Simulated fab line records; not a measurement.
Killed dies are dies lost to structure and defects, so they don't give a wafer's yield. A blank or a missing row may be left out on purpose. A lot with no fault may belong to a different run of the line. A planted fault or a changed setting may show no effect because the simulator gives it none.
The same fault as seen by 2 desks || flow gf180mcu || each desk has only its own numbers; what lay behind them comes last

DESK OF THE TOOL OWNER: pvd-sputter-02
The tool's own readings at GF_V5_SPUTTER_21 (material Ti, target thk 15 nm, time 80.02 s): means of the sampled wafers that have a number, for each lot that ran on this tool. A lot is out of limits, marked OUT, if its mean lies more than 4 standard deviations from the usual mean; the brackets give that distance.
Columns: A = substrate-temp-c at GF_V5_SPUTTER_21, usual 199.98 C; B = throttle-valve-pct at GF_V5_SPUTTER_21, usual 29.6 %
{"lot": "L519", "first seen here": "day 27 03:35", "A": 199.94, "B": 29.7}
{"lot": "L520", "first seen here": "day 27 13:33", "A": 200.02, "B": 29.1}
{"lot": "L521", "first seen here": "day 28 00:07", "A": 200.00, "B": 29.2}
{"lot": "L525", "first seen here": "day 29 03:50", "A": 199.92, "B": 29.2}
{"lot": "L526", "first seen here": "day 29 23:30", "A": 200.02, "B": 29.0}
{"lot": "L530", "first seen here": "day 31 00:48", "A": 199.87, "B": 29.5}
This desk's verdict: no lot among the 6 shows anything out of limits.

METROLOGY DESK
Lot by lot, what the gauges showed, no matter which tool ran the lot: averages of those sampled wafers that carry a number. A lot is out of limits, marked OUT, if its mean lies more than 4 standard deviations from the usual mean; the brackets give that distance.
Columns: A = TOP_METAL_ALCU_THK at GF_TOP_METAL_THK_MEAS_06, usual 893 nm
{"lot": "L519", "first seen here": "day 27 04:38", "A": 888}
{"lot": "L520", "first seen here": "day 27 14:35", "A": 891}
{"lot": "L521", "first seen here": "day 28 01:09", "A": 885}
{"lot": "L525", "first seen here": "day 29 04:52", "A": 900}
{"lot": "L526", "first seen here": "day 30 00:32", "A": 894}
{"lot": "L529", "first seen here": "day 30 15:44", "A": 897}
{"lot": "L530", "first seen here": "day 31 01:50", "A": 883}
{"lot": "L535", "first seen here": "day 31 23:08", "A": 899}
{"lot": "L537", "first seen here": "day 32 14:02", "A": 890}
{"lot": "L538", "first seen here": "day 32 19:59", "A": 898}
{"lot": "L540", "first seen here": "day 33 05:14", "A": 882}
{"lot": "L541", "first seen here": "day 33 10:43", "A": 899}
{"lot": "L542", "first seen here": "day 33 15:26", "A": 898}
This desk's verdict: no lot among the 13 shows anything out of limits.

ALL TOGETHER
Nothing out of limits was seen by the tool owner's desk.
Nothing out of limits was seen by the metrology desk.

WHAT THE SIMULATOR HAD INSERTED
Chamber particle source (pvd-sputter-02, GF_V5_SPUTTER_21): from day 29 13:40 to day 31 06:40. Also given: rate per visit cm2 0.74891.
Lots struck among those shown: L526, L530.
